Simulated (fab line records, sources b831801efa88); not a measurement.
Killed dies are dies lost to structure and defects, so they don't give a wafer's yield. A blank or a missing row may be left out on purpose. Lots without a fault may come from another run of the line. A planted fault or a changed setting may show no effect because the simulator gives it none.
One fault seen from 2 desks | flow sky130 | each desk has only its own numbers; what lay behind them comes last

THE METROLOGY DESK
What the gauges read, lot by lot, whatever tool the lot ran on: means of the sampled wafers that have a number. A lot is out of limits, marked OUT, if its mean lies more than 4 standard deviations from the usual mean; the brackets give that distance.
Columns: A = VIA4_W_THK at SKY_VIA4_THK_MEAS_20, usual 491 nm
lot  | first seen here | A
L111 | day 43 16:54    | 488
L114 | day 44 14:55    | 489
L115 | day 44 21:59    | 493
L117 | day 45 07:32    | 488
L116 | day 45 08:17    | 490
L120 | day 46 00:50    | 487
L126 | day 47 16:00    | 484
L127 | day 47 20:24    | 496
L128 | day 48 00:34    | 499
L129 | day 48 02:22    | 491
L130 | day 48 13:40    | 496
L131 | day 48 21:02    | 491
L132 | day 49 05:43    | 493
This desk's finding: nothing out of limits on any of the 13 lots.

THE TOOL OWNER'S DESK: litho_track-01
The tool's own readings at SKY_PAD_OPEN_COAT_02 (resist thk 3000 nm): means of the sampled wafers that have a number, for each lot that ran on this tool. A lot is out of limits, marked OUT, if its mean lies more than 4 standard deviations from the usual mean; the brackets give that distance.
Columns: A = exhaust_pa at SKY_PAD_OPEN_COAT_02, usual 45.0 Pa; B = spin_speed_rpm at SKY_PAD_OPEN_COAT_02, usual 1999.6 rpm
lot  | first seen here | A    | B
L114 | day 46 21:40    | 44.0 | 1999.0
L116 | day 47 13:56    | 44.2 | 1999.4
L126 | day 49 15:23    | 45.2 | 2124.8 (+83) OUT
L127 | day 49 20:04    | 45.3 | 2123.8 (+83) OUT
This desk's finding: out of limits on L126, L127; first on L126, day 49 15:23 (spin_speed_rpm at SKY_PAD_OPEN_COAT_02). In limits: L114, L116.

PUT TOGETHER
The tool owner's desk could have raised an alarm at day 49 15:23, on L126, L127.
The metrology desk saw nothing out of limits.
The metrology desk has L126, L127 on record, within its limits.
Of the lots named, all ran SKY_PAD_OPEN_COAT_02 on litho_track-01.

WHAT THE SIMULATOR HAD PUT IN
Process parameter drift: litho_track-01, from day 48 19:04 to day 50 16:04, at SKY_PAD_OPEN_COAT_02. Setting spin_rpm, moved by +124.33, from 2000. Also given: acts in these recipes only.
Lots struck among those shown: L126, L127.
Hours from the fault's start to each desk's first reading out of limits: the tool owner's desk, 20.
